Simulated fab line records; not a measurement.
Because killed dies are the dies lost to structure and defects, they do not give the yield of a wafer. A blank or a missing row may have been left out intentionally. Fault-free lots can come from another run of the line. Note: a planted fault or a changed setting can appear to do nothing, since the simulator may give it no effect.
A lot that was struck, set against a sound lot -- flow sky130 -- 14 out of 708 route steps
Sound: these wafers, L779.1, L779.2, L779.6. Struck: wafers L775.2, L775.5, L775.6. The cause is given at the end.
Per side, at each step with rows, come the tool, then ch with its chambers, and then its first start. Under that, the readings that differ: sound wafers -- struck wafers -- difference of the means -- sigmas: that difference in standard deviations of wafers without a fault.
alike: a reading whose means differ by less than 2 such deviations, as well as words and numbers matching on both sides. not compared: withheld readings; readings where some wafer has no value; bounds like >300 that might hide an equal value; numbers whose values overlap and for which the record gives no deviation.
A row with sigmas, a row that says differs or no value, or rows on one side alone: a step with any of these is where the two part. Numbers that don't overlap but have no deviation are shown without sigmas and don't part them. A reading that every wafer of one side lacks parts them only if that side has two wafers or more.

first, 4 steps without rows for these wafers: SKY_VIA2_SOFTBAKE_08 (time 90 s); SKY_VIA2_EXPOSE_09 (exposes mask VIM2, target cd 200 nm); SKY_VIA2_PEB_10; SKY_VIA2_DEVELOP_11 (develop time 57.96 s).
SKY_VIA2_CD_MEAS_12: target cd 200 nm.
  struck on cd sem-02, day 38 15:11; sound on cd sem-02, day 39 08:16
  alike: cd nm
SKY_VIA2_OVL_MEAS_13:
  struck on overlay-01, day 38 15:17; sound on overlay-02, day 39 08:23
  alike: VIA2_OVL
SKY_VIA2_ETCH_14: etches BARC in N2/H2, stops on SiO2, time 45.9 s, target depth 60 nm.
  sound on rie diel-03 ch 0,1,3, day 39 08:25; struck on rie diel-02 ch 0,1,2, day 38 15:19
  alike: drypump motor current A, oes product au, throttle valve pct
  not compared: rf hours counter h
SKY_VIA2_ETCH_15: etches SiO2 in C4F8/O2/Ar, stops on TiN, target depth 546 nm, time 84 s.
  sound on rie diel-03 ch 0,1,3, day 39 08:28; struck on rie diel-02 ch 0,1,2, day 38 15:22
  alike: oes product au
  not compared: rf hours counter h
SKY_VIA2_STRIP_16: strips in O2/N2.
  sound on plasma asher-03 ch 0,1, day 39 08:31; struck on plasma asher-04 ch 0,1, day 38 15:25
  alike: drypump motor current A, oes product au, strip time to endpoint s
  not compared: rf hours counter h
then, 3 steps without rows for these wafers: SKY_VIA2_STRIP_17 (strips in post etch residue remover, time 1200 s); SKY_VIA2_CLEAN_18 (cleans in IPA, time 180 s); SKY_VIA2_CLEAN_19 (cleans in O3/DIW).
SKY_VIA2_SPUTTER_20: material TiN, target thk 20 nm, time 80 s.
  struck on pvd sputter-02, day 38 16:01; sound on pvd sputter-03, day 39 09:07
  no value came back on the struck wafers for cathode dc power W (W), chamber pressure pa (Pa), throttle valve pct (%); on the sound wafers cathode dc power W (W) reads 3999.3 4001.0 4000.0
SKY_VIA2_CVD_21: deposits W, target thk 420 nm, time 126.4 s.
  sound on cvd w-01 ch 0,1, day 39 09:11; struck on cvd w-02 ch 0,1, day 38 16:05
  alike: heater power outer w, heater power w, susceptor temp C

## WHERE THEY PART
Only at SKY_VIA2_SPUTTER_20, within this record. Later steps at which nothing parts them and some readings are alike: SKY_VIA2_CVD_21.

WHY: what had been put in by the simulator
Beginning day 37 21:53, the whole step at SKY_VIA2_SPUTTER_20 was skipped on pvd sputter-02. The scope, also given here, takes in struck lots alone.
